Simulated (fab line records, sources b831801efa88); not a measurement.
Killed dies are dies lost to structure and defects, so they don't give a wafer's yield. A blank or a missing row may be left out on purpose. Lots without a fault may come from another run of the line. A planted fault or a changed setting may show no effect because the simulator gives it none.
Chamber matching | flow sky130 | SKY_POLY_GATE_ETCH_17 on rie_si-02: 4 sister chambers
The step etches poly-Si in HBr/Cl2, stops on SiO2, target depth 180 nm, time 70.5 s. 14 wafers are shown with their chamber, then 7 later ones without.

WAFERS WITH THEIR CHAMBER
wafer  | chamber | rf_fwd_power_W (W) | oes_product_au (a.u.) | mfc_cl2_sccm (sccm)
L188.1 | 1       | 397.4              | 0.994                 | 49.96
L188.3 | 3       | 395.7              | 0.984                 | 50.01
L188.5 | 3       | 394.7              | 0.981                 | 49.97
L191.1 | 0       | 396.8              | 0.977                 | 50.07
L191.4 | 3       | 393.5              | 0.986                 | 49.94
L191.5 | 1       | 398.0              | 0.982                 | 50.05
L192.1 | 0       | 395.4              | 0.986                 | 49.99
L192.2 | 3       | 395.8              | 0.978                 | 50.17
L192.3 | 2       | 397.1              | 0.977                 | 49.92
L193.2 | 0       | 395.7              | 0.979                 | 50.18
L193.5 | 3       | 395.2              | 0.986                 | 49.91
L193.6 | 0       | 396.1              | 0.978                 | 50.08
L194.2 | 1       | 397.8              | 0.984                 | 50.05
L194.3 | 0       | 398.7              | 0.989                 | 49.99

SIGNATURES (means of the wafers above)
reading        | chamber 0 | chamber 1 | chamber 2 | chamber 3 | scatter within a chamber
rf_fwd_power_W | 396.540   | 397.733   | 397.100   | 394.980   | 1.03
oes_product_au | 0.98180   | 0.98667   | 0.97700   | 0.98300   | 0.00495
mfc_cl2_sccm   | 50.0620   | 50.0200   | 49.9200   | 50.0000   | 0.0847
Rule: a wafer's distance from a chamber is the root of the sum, over the readings, of the square of ((its reading less the chamber's mean) divided by the reading's scatter). The wafer belongs to the nearest chamber; if the next one is less than 2 further off, it can't be placed. The scatter: the root of (the sum of the squares of (reading less its chamber's mean) over the shown wafers, divided by (wafers less chambers)).

WAFERS WITHOUT THEIR CHAMBER
wafer  | rf_fwd_power_W (W) | oes_product_au (a.u.) | mfc_cl2_sccm (sccm)
L194.5 | 397.8              | 0.986                 | 50.09
L208.1 | 395.7              | 0.974                 | 49.76
L208.2 | 395.2              | 0.978                 | 49.84
L208.5 | 399.0              | 0.977                 | 50.10
L211.2 | 398.0              | 0.983                 | 50.01
L211.3 | 394.0              | 0.989                 | 50.28
L211.6 | 398.4              | 0.973                 | 49.84

WHICH CHAMBER EACH WENT THROUGH
wafer  | from the rows above               | in truth
L194.5 | can't be placed: 1 or 0 or 2      | 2
L208.1 | can't be placed: 2 or 3 or 0      | 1
L208.2 | can't be placed: 2 or 3 or 0 or 1 | 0
L208.5 | can't be placed: 1 or 0 or 2 or 3 | 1
L211.2 | can't be placed: 1 or 0 or 2      | 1
L211.3 | can't be placed: 3 or 0 or 1      | 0
L211.6 | can't be placed: 2 or 1 or 0      | 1
Placed correctly: 0 of 7. Can't be placed from these rows: 7 (the true chamber is among the candidates in 6). Placed wrongly: 0.
